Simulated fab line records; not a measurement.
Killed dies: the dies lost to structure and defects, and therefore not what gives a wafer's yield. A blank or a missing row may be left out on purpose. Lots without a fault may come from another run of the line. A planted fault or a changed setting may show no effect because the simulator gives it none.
fab line records + flow sky130
record:
- lots: 6
- wafers: 18
- lastDay: 49
route steps=708 shown RES_XHIGH@340 SD_N@342 SD_P@359 PAD_OPEN@708
lots untouched by any fault: they come from a run of this same line in which no faults occurred
startH: the number of hours between the record's first day and the start of the first shown wafer of the lot + waitH: how many hours have passed since the lot's step before this one + " as in the row above + L1.1+2: one row covering several wafers at once + - either no value or no given start + * or withheld: withheld + < > ~ a bound
route shown NAME@n: a module of which the file shows steps, and the number in the route of the first + usual: the fault-free wafers' mean and standard deviation + same: alike in all rows + chamber/n: place in a boat + sites: readings site by site + _std_site: standard deviation across them + _edge_site: outer sites' mean less inner sites' + radiusMm: how far each site lies from the wafer's centre + mask NAME#n: copy n + behind: the most recent tool/chamber to have shaped the wafer + hold: the reason the lot was held/the length of the hold in hours/how it ended + device: the transistor (n, p or np) that didn't switch + end of line: the route-end tests of the same wafers + step lacking rows: just its recipe + killed: not the wafer's yield, but the dies lost to structure and defects at the first sort + map: shows each die of a wafer: x if killed, . if not, _ if none is there
set.NAME: the setting the step ran with; set.NAME@STEP: the setting that earlier step ran with + model.NAME: the simulator's own value behind a step, which no gauge read
a table for each step, a row for each wafer; lots at some steps of the route
services: when a tool's chamber went out of use (startH, in hours from the record's first day, below 0 if earlier), for how many hours, and the reason
== steps ==
step: SKY_RES_XHIGH_STRIP_08
recipe:
- chemistry: O2/N2
- powerW: 1400
- pressureMtorr: 1500
- platenTempC: withheld
- o2FlowSccm: 3000
- n2FlowSccm: 300
- overashFraction: 0.5
usual:
- chamberPressureMTorr: 1499.9/1.4
- drypumpMotorCurrentA: 5.61/0.27
- oesProductAu: 0.711/0.0051
- stripTimeToEndpointS: 14.28/0.043
| lot.wafer | tool           | chamber | startH | waitH | chamberPressureMTorr | drypumpMotorCurrentA | oesProductAu | rfHoursCounterH | stripTimeToEndpointS |
|-----------|----------------|---------|--------|-------|----------------------|----------------------|--------------|-----------------|----------------------|
| L300.1    | plasmaAsher-04 | 0       | 680.15 | 0.1   | 1500.0               | 5.85                 | 0.716        | 26              | 14.32                |
| L300.5    | "              | 0       | "      | "     | 1501.6               | 5.87                 | 0.700        | -               | 14.29                |
| L300.6    | "              | 1       | "      | "     | 1499.2               | 6.01                 | 0.719        | -               | 14.27                |
| L307.2    | plasmaAsher-04 | 0       | 729.59 | 0.1   | 1499.4               | 5.86                 | 0.708        | 31              | 14.22                |
| L307.4    | "              | 0       | "      | "     | 1500.8               | 5.87                 | 0.713        | -               | 14.25                |
| L307.6    | "              | 1       | "      | "     | 1501.3               | 6.00                 | 0.709        | -               | 14.23                |
| L308.1    | plasmaAsher-02 | 0       | 735.60 | 0.1   | 1498.6               | 5.30                 | 0.714        | 62              | 14.26                |
| L308.3    | "              | 0       | "      | "     | 1498.8               | 5.32                 | 0.712        | -               | 14.26                |
| L308.6    | "              | 1       | "      | "     | 1499.6               | 5.40                 | 0.706        | -               | 14.23                |
| L309.3    | plasmaAsher-02 | 1       | 747.43 | 0.1   | 1499.0               | 5.38                 | 0.720        | -               | 14.23                |
| L309.4    | "              | 0       | "      | "     | 1500.3               | 5.32                 | 0.709        | -               | 14.21                |
| L309.5    | "              | 0       | "      | "     | 1498.6               | 5.30                 | 0.710        | -               | 14.25                |
| L310.1    | plasmaAsher-02 | 0       | 750.75 | 0.1   | 1498.5               | 5.34                 | 0.710        | 64              | 14.24                |
| L310.4    | "              | 0       | "      | "     | 1497.0               | 5.33                 | 0.713        | -               | 14.24                |
| L310.5    | "              | 0       | "      | "     | 1502.3               | 5.31                 | 0.716        | -               | 14.23                |
| L311.2    | plasmaAsher-02 | 0       | 753.45 | 0.1   | 1498.6               | 5.29                 | 0.713        | 64              | 14.29                |
| L311.4    | "              | 0       | "      | "     | 1500.1               | 5.31                 | 0.698        | -               | 14.33                |
| L311.6    | "              | 0       | "      | "     | 1498.1               | 5.27                 | 0.710        | -               | 14.33                |
step: SKY_RES_XHIGH_TW_MEAS_09
usual:
- RES_XHIGH_TW: 1656/14
| lot.wafer | tool         | chamber | startH | waitH | RES_XHIGH_TW |
|-----------|--------------|---------|--------|-------|--------------|
| L300.1    | filmMetro-03 | -       | 680.25 | 0.1   | 1685         |
| L300.5    | "            | -       | "      | "     | 1678         |
| L300.6    | "            | -       | "      | "     | 1685         |
| L307.2    | filmMetro-04 | -       | 729.70 | 0.1   | 1630         |
| L307.4    | "            | -       | "      | "     | 1629         |
| L307.6    | "            | -       | "      | "     | 1640         |
| L308.1    | filmMetro-03 | -       | 735.70 | 0.1   | 1674         |
| L308.3    | "            | -       | "      | "     | 1671         |
| L308.6    | "            | -       | "      | "     | 1673         |
| L309.3    | filmMetro-04 | -       | 747.52 | 0.1   | 1629         |
| L309.4    | "            | -       | "      | "     | 1639         |
| L309.5    | "            | -       | "      | "     | 1629         |
| L310.1    | filmMetro-03 | -       | 750.85 | 0.1   | 1666         |
| L310.4    | "            | -       | "      | "     | 1658         |
| L310.5    | "            | -       | "      | "     | 1665         |
| L311.2    | filmMetro-03 | -       | 753.56 | 0.1   | 1663         |
| L311.4    | "            | -       | "      | "     | 1667         |
| L311.6    | "            | -       | "      | "     | 1658         |
step: SKY_SD_N_DEHYDRATE_00
recipe:
- tempC: 200
- timeS: 60
step: SKY_SD_N_HMDS_01
recipe:
- primeTimeS: 60
- primeTempC: 120
step: SKY_SD_N_COAT_02
recipe:
- resist: NOVOLAK
- spinRpm: 3000
- resistThkNm: 1140
step: SKY_SD_N_SOFTBAKE_03
recipe:
- tempC: 90
- timeS: 60
- resist: NOVOLAK
step: SKY_SD_N_EXPOSE_04
recipe:
- maskId: NSDM
- na: 0.6
- sourceShape: conventional
- sigmaOuter: 0.6
- polarization: unpolarized
- targetCdNm: 380
- doseMj: 141
step: SKY_SD_N_PEB_05
recipe:
- tempC: withheld
- timeS: *
- resist: NOVOLAK
step: SKY_SD_N_DEVELOP_06
recipe:
- resist: NOVOLAK
- developer: TMAH
- developTimeS: 60
- devTempC: 23
step: SKY_SD_N_CD_MEAS_07
recipe:
- targetCdNm: 380
usual:
- cdNm: 380.3/2.7
| lot.wafer | tool     | chamber | startH | waitH | cdNm  |
|-----------|----------|---------|--------|-------|-------|
| L300.1    | cdSem-01 | -       | 706.70 | 0.1   | 383.0 |
| L300.5    | "        | -       | "      | "     | 381.1 |
| L300.6    | "        | -       | "      | "     | 382.2 |
| L307.2    | cdSem-01 | -       | 756.19 | 0.1   | 375.2 |
| L307.4    | "        | -       | "      | "     | 377.3 |
| L307.6    | "        | -       | "      | "     | 375.9 |
| L308.1    | cdSem-02 | -       | 762.27 | 0.1   | 381.5 |
| L308.3    | "        | -       | "      | "     | 379.3 |
| L308.6    | "        | -       | "      | "     | 379.1 |
| L309.3    | cdSem-01 | -       | 773.99 | 0.1   | 378.0 |
| L309.4    | "        | -       | "      | "     | 380.1 |
| L309.5    | "        | -       | "      | "     | 380.0 |
| L310.1    | cdSem-01 | -       | 777.05 | 0.1   | 382.3 |
| L310.4    | "        | -       | "      | "     | 382.4 |
| L310.5    | "        | -       | "      | "     | 382.0 |
| L311.2    | cdSem-02 | -       | 779.84 | 0.1   | 380.9 |
| L311.4    | "        | -       | "      | "     | 380.8 |
| L311.6    | "        | -       | "      | "     | 378.8 |
step: SKY_SD_N_OVL_MEAS_08
usual:
- SD_N_OVL: 0.9/2.1
| lot.wafer | tool       | chamber | startH | waitH | SD_N_OVL[nm] |
|-----------|------------|---------|--------|-------|--------------|
| L300.1    | overlay-02 | -       | 706.82 | 0.1   | 3.2          |
| L300.5    | "          | -       | "      | "     | 4.0          |
| L300.6    | "          | -       | "      | "     | 3.6          |
| L307.2    | overlay-02 | -       | 756.29 | 0.1   | 2.9          |
| L307.4    | "          | -       | "      | "     | 2.5          |
| L307.6    | "          | -       | "      | "     | 3.7          |
| L308.1    | overlay-02 | -       | 762.39 | 0.1   | 0.9          |
| L308.3    | "          | -       | "      | "     | 1.8          |
| L308.6    | "          | -       | "      | "     | 0.0          |
| L309.3    | overlay-02 | -       | 774.08 | 0.1   | -2.3         |
| L309.4    | "          | -       | "      | "     | -2.4         |
| L309.5    | "          | -       | "      | "     | -1.1         |
| L310.1    | overlay-02 | -       | 777.17 | 0.1   | 0.8          |
| L310.4    | "          | -       | "      | "     | -0.4         |
| L310.5    | "          | -       | "      | "     | 1.5          |
| L311.2    | overlay-01 | -       | 779.95 | 0.1   | 1.0          |
| L311.4    | "          | -       | "      | "     | 0.6          |
| L311.6    | "          | -       | "      | "     | -1.4         |
step: SKY_SD_N_IMPLANT_09
recipe:
- species: As
- energyKev: 50
- doseCm2: 4e+15
- tiltDeg: 0
step: SKY_SD_N_IMPLANT_10
recipe:
- species: P
- energyKev: 20
- doseCm2: 1e+14
- tiltDeg: 0
usual:
- doseIonsCm2: 1.0004e+14/1.2e+11
- faradayCurrentUA: 508/35
| lot.wafer | tool         | chamber | startH | waitH | doseIonsCm2 | faradayCurrentUA |
|-----------|--------------|---------|--------|-------|-------------|------------------|
| L300.1    | implanter-02 | 0       | 707.01 | 0.1   | 9.996e+13   | 546              |
| L300.5    | "            | 0       | "      | "     | 1.0027e+14  | 553              |
| L300.6    | "            | 0       | "      | "     | 1.0015e+14  | 560              |
| L307.2    | implanter-01 | 0       | 756.50 | 0.1   | 1.0019e+14  | 504              |
| L307.4    | "            | 0       | "      | "     | 1.0019e+14  | 499              |
| L307.6    | "            | 0       | "      | "     | 1.0032e+14  | 486              |
| L308.1    | implanter-01 | 0       | 762.58 | 0.1   | 9.79e+12    | 55               |
| L308.3    | "            | 0       | "      | "     | 9.83e+12    | 55               |
| L308.6    | "            | 0       | "      | "     | 9.98e+12    | 56               |
| L309.3    | implanter-02 | 0       | 774.31 | 0.1   | 1.0021e+14  | 570              |
| L309.4    | "            | 0       | "      | "     | 1.0009e+14  | 562              |
| L309.5    | "            | 0       | "      | "     | 1.001e+14   | 560              |
| L310.1    | implanter-01 | 0       | 777.36 | 0.1   | 9.85e+12    | 56               |
| L310.4    | "            | 0       | "      | "     | 9.94e+12    | 55               |
| L310.5    | "            | 0       | "      | "     | 1.012e+13   | 57               |
| L311.2    | implanter-03 | 0       | 780.15 | 0.1   | 1.0013e+14  | 467              |
| L311.4    | "            | 0       | "      | "     | 9.999e+13   | 477              |
| L311.6    | "            | 0       | "      | "     | 9.993e+13   | 453              |
step: SKY_SD_N_STRIP_11
recipe:
- chemistry: O2/N2
- powerW: 1400
- pressureMtorr: 1500
- platenTempC: withheld
- o2FlowSccm: 3000
- n2FlowSccm: 300
- overashFraction: 0.5
usual:
- chamberPressureMTorr: 1500.0/1.4
- drypumpMotorCurrentA: 5.5/0.51
- oesProductAu: 0.528/0.0043
- stripTimeToEndpointS: 22.55/0.039
| lot.wafer | tool           | chamber | startH | waitH | chamberPressureMTorr | drypumpMotorCurrentA | oesProductAu | rfHoursCounterH | stripTimeToEndpointS |
|-----------|----------------|---------|--------|-------|----------------------|----------------------|--------------|-----------------|----------------------|
| L300.1    | plasmaAsher-02 | 1       | 707.16 | 0.1   | 1500.2               | 5.4                  | 0.534        | 59              | 22.58                |
| L300.5    | "              | 1       | "      | "     | 1500.9               | 5.4                  | 0.519        | -               | 22.55                |
| L300.6    | "              | 0       | "      | "     | 1502.2               | 5.3                  | 0.533        | -               | 22.58                |
| L307.2    | plasmaAsher-01 | 0       | 756.62 | 0.1   | 1501.0               | 4.8                  | 0.516        | 2               | 22.62                |
| L307.4    | "              | 1       | "      | "     | 1501.6               | 6.2                  | 0.535        | -               | 22.57                |
| L307.6    | "              | 1       | "      | "     | 1501.1               | 6.2                  | 0.532        | -               | 22.55                |
| L308.1    | plasmaAsher-01 | 0       | 762.73 | 0.1   | 1500.7               | 4.8                  | 0.525        | 2               | 22.50                |
| L308.3    | "              | 0       | "      | "     | 1497.1               | 4.8                  | 0.532        | -               | 22.52                |
| L308.6    | "              | 0       | "      | "     | 1499.5               | 4.8                  | 0.528        | -               | 22.52                |
| L309.3    | plasmaAsher-02 | 1       | 774.44 | 0.1   | 1499.7               | 5.4                  | 0.533        | -               | 22.56                |
| L309.4    | "              | 0       | "      | "     | 1498.6               | 5.3                  | 0.523        | -               | 22.55                |
| L309.5    | "              | 0       | "      | "     | 1498.6               | 5.3                  | 0.523        | -               | 22.56                |
| L310.1    | plasmaAsher-01 | 0       | 777.51 | 0.1   | 1501.0               | 4.9                  | 0.528        | 3               | 22.47                |
| L310.4    | "              | 1       | "      | "     | 1499.1               | 6.2                  | 0.528        | -               | 22.52                |
| L310.5    | "              | 0       | "      | "     | 1500.0               | 4.8                  | 0.528        | -               | 22.51                |
| L311.2    | plasmaAsher-01 | 0       | 780.28 | 0.1   | 1501.8               | 4.8                  | 0.527        | 4               | 22.58                |
| L311.4    | "              | 1       | "      | "     | 1501.2               | 6.2                  | 0.528        | -               | 22.59                |
| L311.6    | "              | 1       | "      | "     | 1498.9               | 6.2                  | 0.528        | -               | 22.55                |
step: SKY_SD_N_TW_MEAS_12
usual:
- SD_N_TW: 4032/40
| lot.wafer | tool         | chamber | startH | waitH | SD_N_TW |
|-----------|--------------|---------|--------|-------|---------|
| L300.1    | filmMetro-03 | -       | 707.26 | 0.1   | 4073    |
| L300.5    | "            | -       | "      | "     | 4066    |
| L300.6    | "            | -       | "      | "     | 4096    |
| L307.2    | filmMetro-03 | -       | 756.73 | 0.1   | 4053    |
| L307.4    | "            | -       | "      | "     | 4082    |
| L307.6    | "            | -       | "      | "     | 4061    |
| L308.1    | filmMetro-04 | -       | 762.83 | 0.1   | 3998    |
| L308.3    | "            | -       | "      | "     | 3985    |
| L308.6    | "            | -       | "      | "     | 3984    |
| L309.3    | filmMetro-02 | -       | 774.53 | 0.1   | 3980    |
| L309.4    | "            | -       | "      | "     | 3992    |
| L309.5    | "            | -       | "      | "     | 3991    |
| L310.1    | filmMetro-03 | -       | 777.61 | 0.1   | 4052    |
| L310.4    | "            | -       | "      | "     | 4063    |
| L310.5    | "            | -       | "      | "     | 4049    |
| L311.2    | filmMetro-03 | -       | 780.39 | 0.1   | 4061    |
| L311.4    | "            | -       | "      | "     | 4039    |
| L311.6    | "            | -       | "      | "     | 4034    |
step: SKY_SD_N_CLEAN_13
recipe:
- chemistry: SC1/SC2
- mix: 1:4:20
- tempC: 70
- timeS: 150
- dry: n2Spin
step: SKY_SD_N_RTA_14
recipe:
- tempC: 1075
- timeS: 2
- idleTempC: 650
- rampUpCPerS: 150
- rampDownCPerS: 90
- ambient: N2
usual:
- chamberO2Ppm: 1.998/0.02
- lampPowerPct: 15.73/0.055
- wafer_temp_C_max: 1078.0/1.2
| lot.wafer | tool         | chamber | startH | waitH | chamberO2Ppm | lampPowerPct | wafer_temp_C_max |
|-----------|--------------|---------|--------|-------|--------------|--------------|------------------|
| L300.1    | rtpAnneal-01 | 0       | 707.37 | 0.0   | 1.991        | 15.72        | 1078.1           |
| L300.5    | "            | 0       | "      | "     | 1.970        | 15.83        | 1079.2           |
| L300.6    | "            | 0       | "      | "     | 1.988        | 15.74        | 1079.6           |
| L307.2    | rtpAnneal-02 | 0       | 756.85 | 0.0   | 2.031        | 15.70        | 1078.5           |
| L307.4    | "            | 0       | "      | "     | 2.020        | 15.63        | 1078.9           |
| L307.6    | "            | 0       | "      | "     | 2.007        | 15.76        | 1077.1           |
| L308.1    | rtpAnneal-01 | 0       | 762.94 | 0.0   | 1.971        | 15.74        | 1077.4           |
| L308.3    | "            | 0       | "      | "     | 1.990        | 15.70        | 1079.4           |
| L308.6    | "            | 0       | "      | "     | 2.020        | 15.69        | 1076.1           |
| L309.3    | rtpAnneal-02 | 0       | 774.64 | 0.0   | 2.002        | 15.77        | 1077.0           |
| L309.4    | "            | 0       | "      | "     | 1.990        | 15.75        | 1078.9           |
| L309.5    | "            | 0       | "      | "     | 1.976        | 15.76        | 1075.3           |
| L310.1    | rtpAnneal-01 | 0       | 777.72 | 0.0   | 2.001        | 15.80        | 1077.4           |
| L310.4    | "            | 0       | "      | "     | 2.033        | 15.73        | 1076.5           |
| L310.5    | "            | 0       | "      | "     | 1.988        | 15.88        | 1077.6           |
| L311.2    | rtpAnneal-02 | 0       | 780.49 | 0.0   | 1.986        | 15.73        | 1077.9           |
| L311.4    | "            | 0       | "      | "     | 1.977        | 15.73        | 1077.9           |
| L311.6    | "            | 0       | "      | "     | 1.985        | 15.68        | 1079.0           |
step: SKY_SD_N_RS_MEAS_16
recipe:
- thkMeasGauge: four-point-probe
usual:
- SD_N_RS: 68.52/0.17
| lot.wafer | tool         | chamber | startH | waitH | SD_N_RS[ohm/sq] |
|-----------|--------------|---------|--------|-------|-----------------|
| L300.1    | filmMetro-02 | -       | 707.54 | 0.1   | 68.05           |
| L300.5    | "            | -       | "      | "     | 68.17           |
| L300.6    | "            | -       | "      | "     | 68.22           |
| L307.2    | filmMetro-03 | -       | 757.03 | 0.1   | 68.68           |
| L307.4    | "            | -       | "      | "     | 68.69           |
| L307.6    | "            | -       | "      | "     | 68.72           |
| L308.1    | filmMetro-02 | -       | 763.11 | 0.1   | 70.39           |
| L308.3    | "            | -       | "      | "     | 70.17           |
| L308.6    | "            | -       | "      | "     | 70.43           |
| L309.3    | filmMetro-02 | -       | 774.83 | 0.1   | 68.39           |
| L309.4    | "            | -       | "      | "     | 68.30           |
| L309.5    | "            | -       | "      | "     | 68.37           |
| L310.1    | filmMetro-02 | -       | 777.89 | 0.1   | 70.30           |
| L310.4    | "            | -       | "      | "     | 70.43           |
| L310.5    | "            | -       | "      | "     | 70.35           |
| L311.2    | filmMetro-04 | -       | 780.68 | 0.1   | 68.63           |
| L311.4    | "            | -       | "      | "     | 68.57           |
| L311.6    | "            | -       | "      | "     | 68.84           |
step: SKY_SD_N_RS_MEAS_17
recipe:
- thkMeasGauge: four-point-probe
usual:
- SD_P_RS: 147.0/0.47
| lot.wafer | tool         | chamber | startH | waitH | SD_P_RS[ohm/sq] |
|-----------|--------------|---------|--------|-------|-----------------|
| L300.1    | filmMetro-02 | -       | 707.66 | 0.1   | 145.7           |
| L300.5    | "            | -       | "      | "     | 145.9           |
| L300.6    | "            | -       | "      | "     | 146.0           |
| L307.2    | filmMetro-03 | -       | 757.15 | 0.1   | 147.0           |
| L307.4    | "            | -       | "      | "     | 147.5           |
| L307.6    | "            | -       | "      | "     | 147.3           |
| L308.1    | filmMetro-02 | -       | 763.23 | 0.1   | 146.4           |
| L308.3    | "            | -       | "      | "     | 146.6           |
| L308.6    | "            | -       | "      | "     | 146.6           |
| L309.3    | filmMetro-02 | -       | 774.95 | 0.1   | 146.5           |
| L309.4    | "            | -       | "      | "     | 146.1           |
| L309.5    | "            | -       | "      | "     | 146.4           |
| L310.1    | filmMetro-02 | -       | 778.01 | 0.1   | 146.5           |
| L310.4    | "            | -       | "      | "     | 146.5           |
| L310.5    | "            | -       | "      | "     | 146.7           |
| L311.2    | filmMetro-04 | -       | 780.80 | 0.1   | 147.0           |
| L311.4    | "            | -       | "      | "     | 146.9           |
| L311.6    | "            | -       | "      | "     | 147.6           |
step: SKY_PAD_OPEN_PROBE_99
usual:
- killed_at_M0_to_M3: 43/7
- killed_at_M4_up: 3.5/1.9
- killedAtContacts: 24/5.3
- killedAtFrontEnd: 15/4.4
- killedAtOther: 0.3/0.69
- killedDies: 87/9.7
- killedOpen: 48/7
- killedShort: 39/6.4
same:
- grossDies: 492
- killedAtBackSide: 0
| lot.wafer | tool      | chamber | startH  | waitH | killed_at_M0_to_M3 | killed_at_M4_up | killedAtContacts | killedAtFrontEnd | killedAtOther | killedDies | killedOpen | killedShort | model.etest.resNdiff.rsOhmSq | model.etest.resNdiffHv.rsOhmSq |
|-----------|-----------|---------|---------|-------|--------------------|-----------------|------------------|------------------|---------------|------------|------------|-------------|------------------------------|--------------------------------|
| L300.1    | prober-01 | -       | 1118.23 | 0.1   | 51                 | 5               | 23               | 13               | 0             | 92         | 52         | 40          | 118.4                        | 114                            |
| L300.5    | prober-01 | -       | 1118.43 | 0.2   | 36                 | 3               | 27               | 18               | 0             | 84         | 44         | 40          | 118.6                        | 113.3                          |
| L300.6    | prober-01 | -       | 1118.48 | 0.2   | 48                 | 3               | 27               | 10               | 0             | 88         | 50         | 38          | 118.7                        | 113.7                          |
| L307.2    | prober-02 | -       | 1157.77 | 0.1   | 54                 | 3               | 23               | 10               | 0             | 90         | 54         | 36          | 117                          | 111.9                          |
| L307.4    | prober-02 | -       | 1157.87 | 0.2   | 35                 | 6               | 16               | 21               | 0             | 78         | 39         | 39          | 117.7                        | 111.7                          |
| L307.6    | prober-02 | -       | 1157.97 | 0.2   | 52                 | 5               | 24               | 25               | 0             | 106        | 53         | 52          | 117.5                        | 112.4                          |
| L308.1    | prober-02 | -       | 1159.23 | 0.1   | 49                 | 3               | 29               | 14               | 0             | 95         | 51         | 44          | 123.8                        | 116.7                          |
| L308.3    | prober-02 | -       | 1159.33 | 0.2   | 48                 | 1               | 21               | 12               | 1             | 83         | 48         | 35          | 123                          | 117.3                          |
| L308.6    | prober-02 | -       | 1159.48 | 0.2   | 31                 | 7               | 26               | 19               | 0             | 83         | 53         | 30          | 122.8                        | 117.8                          |
| L309.3    | prober-01 | -       | 1164.17 | 0.2   | 41                 | 6               | 29               | 14               | 0             | 90         | 45         | 45          | 120.1                        | 114.8                          |
| L309.4    | prober-01 | -       | 1164.22 | 0.2   | 49                 | 9               | 22               | 15               | 0             | 95         | 52         | 42          | 119.8                        | 115.1                          |
| L309.5    | prober-01 | -       | 1164.27 | 0.2   | 46                 | 5               | 28               | 14               | 0             | 93         | 57         | 36          | 121.7                        | 115.2                          |
| L310.1    | prober-02 | -       | 1168.87 | 0.1   | 49                 | 2               | 23               | 15               | 0             | 89         | 42         | 46          | 123.4                        | 116.1                          |
| L310.4    | prober-02 | -       | 1169.02 | 0.2   | 45                 | 3               | 25               | 16               | 1             | 90         | 46         | 43          | 123.5                        | 116.9                          |
| L310.5    | prober-02 | -       | 1169.07 | 0.2   | 49                 | 3               | 17               | 14               | 0             | 83         | 37         | 46          | 123.5                        | 117.1                          |
| L311.2    | prober-01 | -       | 1171.42 | 0.1   | 34                 | 0               | 23               | 22               | 0             | 79         | 40         | 39          | 118.4                        | 112.8                          |
| L311.4    | prober-01 | -       | 1171.52 | 0.2   | 35                 | 2               | 24               | 10               | 0             | 71         | 43         | 28          | 119.1                        | 112.8                          |
| L311.6    | prober-01 | -       | 1171.62 | 0.2   | 35                 | 2               | 27               | 16               | 0             | 80         | 40         | 40          | 119.1                        | 112.4                          |
killed by level:class
L300.1 VIA3:geometricParticle:open=11 CONTACT:geometricParticle:open=10 VIA1:geometricParticle:open=9 LI_CONTACT:geometricParticle:open=7 METAL2:geometricParticle:short=7 FIELD_ISO:geometricParticle:open=5 FIELD_ISO:geometricParticle:short=5 METAL3:geometricParticle:short=5
L300.5 CONTACT:geometricParticle:open=15 VIA1:geometricParticle:open=7 LI_CONTACT:geometricParticle:open=6 FIELD_ISO:geometricParticle:short=5 METAL1:geometricParticle:short=5 METAL2:geometricParticle:short=5 VIA2:geometricParticle:open=4 VIA3:geometricParticle:open=4
L300.6 LI_CONTACT:geometricParticle:open=8 CONTACT:geometricParticle:open=8 VIA1:geometricParticle:open=8 VIA3:geometricParticle:open=8 FIELD_ISO:geometricParticle:open=6 METAL1:geometricParticle:short=6 VIA2:geometricParticle:open=5 VIA3:geometricParticle:short=5
L307.2 VIA1:geometricParticle:open=16 VIA2:geometricParticle:open=9 CONTACT:geometricParticle:open=8 VIA3:geometricParticle:open=8 LI_CONTACT:geometricParticle:open=6 LI_CONTACT:geometricParticle:short=5 METAL1:geometricParticle:short=5 VIA1:geometricParticle:short=4
L307.4 VIA1:geometricParticle:open=9 FIELD_ISO:geometricParticle:short=8 CONTACT:geometricParticle:open=8 VIA1:geometricParticle:short=5 VIA3:geometricParticle:open=5 METAL4:geometricParticle:short=5 FIELD_ISO:geometricParticle:open=4 LI_CONTACT:geometricParticle:short=4
L307.6 VIA1:geometricParticle:open=13 CONTACT:geometricParticle:open=9 VIA1:geometricParticle:short=9 FIELD_ISO:geometricParticle:short=8 LI_CONTACT:geometricParticle:open=7 VIA2:geometricParticle:open=7 FIELD_ISO:geometricParticle:open=6 POLY_GATE:geometricParticle:short=6
L308.1 VIA2:geometricParticle:open=11 CONTACT:geometricParticle:open=9 VIA1:geometricParticle:open=9 VIA1:geometricParticle:short=7 METAL2:geometricParticle:short=6 LI_CONTACT:geometricParticle:short=6 CONTACT:geometricParticle:short=6 METAL3:geometricParticle:short=5
L308.3 VIA1:geometricParticle:open=11 CONTACT:geometricParticle:open=9 VIA2:geometricParticle:open=8 METAL1:geometricParticle:short=7 LI_CONTACT:geometricParticle:open=6 VIA3:geometricParticle:short=5 LOCAL_INTERCONNECT:geometricParticle:short=4 VIA1:geometricParticle:short=4
L308.6 VIA1:geometricParticle:open=11 LI_CONTACT:geometricParticle:open=11 CONTACT:geometricParticle:open=9 VIA3:geometricParticle:open=7 FIELD_ISO:geometricParticle:open=6 POLY_GATE:geometricParticle:short=4 METAL2:geometricParticle:short=4 METAL4:geometricParticle:short=4
L309.3 CONTACT:geometricParticle:open=12 METAL1:geometricParticle:short=7 LI_CONTACT:geometricParticle:short=6 VIA1:geometricParticle:open=6 VIA2:geometricParticle:open=6 POLY_GATE:geometricParticle:open=5 CONTACT:geometricParticle:short=5 METAL2:geometricParticle:short=4
L309.4 CONTACT:geometricParticle:open=13 VIA2:geometricParticle:open=9 METAL2:geometricParticle:short=8 VIA1:geometricParticle:open=8 METAL1:geometricParticle:short=6 POLY_GATE:geometricParticle:short=5 VIA3:geometricParticle:open=5 METAL4:geometricParticle:short=5
L309.5 VIA1:geometricParticle:open=12 CONTACT:geometricParticle:open=11 LI_CONTACT:geometricParticle:open=8 VIA2:geometricParticle:open=7 FIELD_ISO:geometricParticle:open=6 CONTACT:geometricParticle:short=5 METAL1:geometricParticle:short=5 METAL2:geometricParticle:short=5
L310.1 VIA1:geometricParticle:open=11 METAL2:geometricParticle:short=8 CONTACT:geometricParticle:open=8 LOCAL_INTERCONNECT:geometricParticle:short=7 VIA2:geometricParticle:open=7 POLY_GATE:geometricParticle:short=6 VIA1:geometricParticle:short=5 VIA3:geometricParticle:short=5
L310.4 CONTACT:geometricParticle:open=13 VIA3:geometricParticle:open=9 VIA1:geometricParticle:open=9 METAL1:geometricParticle:short=9 CONTACT:geometricParticle:short=6 FIELD_ISO:geometricParticle:short=5 METAL2:geometricParticle:short=5 FIELD_ISO:geometricParticle:open=4
L310.5 VIA1:geometricParticle:open=10 VIA1:geometricParticle:short=9 CONTACT:geometricParticle:open=6 METAL2:geometricParticle:short=6 VIA3:geometricParticle:open=5 FIELD_ISO:geometricParticle:open=4 POLY_GATE:geometricParticle:short=4 CONTACT:geometricParticle:short=4
L311.2 FIELD_ISO:geometricParticle:short=9 LI_CONTACT:geometricParticle:open=8 CONTACT:geometricParticle:open=7 VIA3:geometricParticle:open=6 METAL1:geometricParticle:short=5 VIA2:geometricParticle:open=5 POLY_GATE:geometricParticle:short=4 LI_CONTACT:geometricParticle:short=3
L311.4 CONTACT:geometricParticle:open=10 VIA1:geometricParticle:open=9 VIA3:geometricParticle:open=8 METAL1:geometricParticle:short=7 LI_CONTACT:geometricParticle:open=6 CONTACT:geometricParticle:short=5 VIA2:geometricParticle:open=4 FIELD_ISO:geometricParticle:open=3
L311.6 LI_CONTACT:geometricParticle:open=9 LOCAL_INTERCONNECT:geometricParticle:short=9 VIA1:geometricParticle:open=9 METAL1:geometricParticle:short=8 VIA3:geometricParticle:open=5 FIELD_ISO:geometricParticle:open=5 METAL2:geometricParticle:short=4 POLY_GATE:geometricParticle:open=3
== services ==
| tool           | chamber | startH | hours | kind      |
|----------------|---------|--------|-------|-----------|
| implanter-01   | -       | 709.68 | 4.5   | pm        |
| implanter-03   | -       | 719.14 | 3.7   | pm        |
| plasmaAsher-01 | -       | 733.75 | 9.0   | pm        |
| plasmaAsher-01 | 0       | 733.75 | 9.0   | ventCycle |
| plasmaAsher-01 | 1       | 733.75 | 9.0   | ventCycle |
| implanter-03   | -       | 739.19 | 23.6  | pm        |
| plasmaAsher-01 | 0       | 742.75 | -     | clean     |
| plasmaAsher-01 | 1       | 742.75 | -     | clean     |
| plasmaAsher-02 | -       | 742.75 | 2.8   | pm        |
| implanter-02   | -       | 755.70 | 2.3   | repair    |
== key ==
firstSign:
- step: SKY_SD_N_IMPLANT_10
- reading: doseIonsCm2
- direction: down
- sigmas: 99+
- usual: *
- struck: *
effect:
- step: SKY_SD_N_IMPLANT_10
- reading: faradayCurrentUA
- direction: down
- sigmas: 13
- usual: 508
- struck: 56
effect:
- step: SKY_SD_N_RS_MEAS_16
- reading: SD_N_RS
- direction: up
- sigmas: 11
- usual: 68.52
- struck: 70.35
modelEffect:
- step: SKY_PAD_OPEN_PROBE_99
- value: etest.resNdiff.rsOhmSq
- without: 120.2
- struck: 123.3
metAt SKY_SD_N_IMPLANT_10
struckWafers L308.1,L308.3,L308.6,L310.1,L310.4,L310.5
testerLeftOut L308,L310
onsetBetween 756.50 762.58
fault:
- kind: processParameterDrift
- tool: implanter-01
- chamber: -
- onsetH: 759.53
- steps: SKY_SD_N_IMPLANT_10
- channel: doseCm2
- offset: *
- shape: step
- endH: 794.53
- actsIn: *
- stated: *
testerLeftOut: of these lots the tester's yield and bins aren't shown, on N5 and GAA mostly nor the transistor test; their killed dies are dies lost to structure and defects alone, not to doping, threshold or leakage, so they don't give the yield
